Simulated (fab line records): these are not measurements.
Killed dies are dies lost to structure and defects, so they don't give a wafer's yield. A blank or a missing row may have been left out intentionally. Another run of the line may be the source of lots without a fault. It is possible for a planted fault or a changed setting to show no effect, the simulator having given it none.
Which tool was responsible? + flow sky130 + 11 lots, 33 wafers sampled, at 1 step of a route of 708

## WHAT THE GAUGES SHOWED, per wafer
SKY_METAL3_OVL_MEAS_14.
| lot  | measured     | on         | METAL3_OVL (nm) |
|------|--------------|------------|-----------------|
| L614 | day 38 05:09 | overlay-02 | 1 0 3           |
| L617 | day 40 03:16 | overlay-01 | 6 11 1          |
| L616 | day 40 06:45 | overlay-02 | -2 8 5          |
| L625 | day 42 01:02 | overlay-01 | -10 -8 -12      |
| L626 | day 42 11:10 | overlay-02 | 9 -3 4          |
| L628 | day 42 15:33 | overlay-01 | 6 7 11          |
| L632 | day 44 00:28 | overlay-01 | -7 -9 -2        |
| L635 | day 44 10:48 | overlay-02 | 2 0 2           |
| L634 | day 44 13:16 | overlay-02 | 8 6 8           |
| L636 | day 44 15:47 | overlay-01 | 0 2 -7          |
| L637 | day 44 19:48 | overlay-02 | 5 8 5           |

## TOOL THAT RAN EACH LOT (tool first, then ch and the chambers of the sampled wafers, then the start)
No process step before these readings appears in the record.

## THE ANSWER, worked out from the rows above alone
Rule: the lots themselves supply what counts as usual. The widest of any qualifying gaps counts: lots, ordered by their means at a reading, are off when they make up no more than a third of the lots, leave a main group of 4 or more, and stand apart from it by 3 or more times the standard deviation of that group's means. A main group whose means are all the same, to the digits that the tables above print for the reading, isn't used. A lot without any number at a reading at which 4 lots or more have one is off too. The other lots that the step has rows for count as sound.
No lot is off at any reading shown: from this, nothing can be told.

## WHAT THE SIMULATOR HAD PUT IN
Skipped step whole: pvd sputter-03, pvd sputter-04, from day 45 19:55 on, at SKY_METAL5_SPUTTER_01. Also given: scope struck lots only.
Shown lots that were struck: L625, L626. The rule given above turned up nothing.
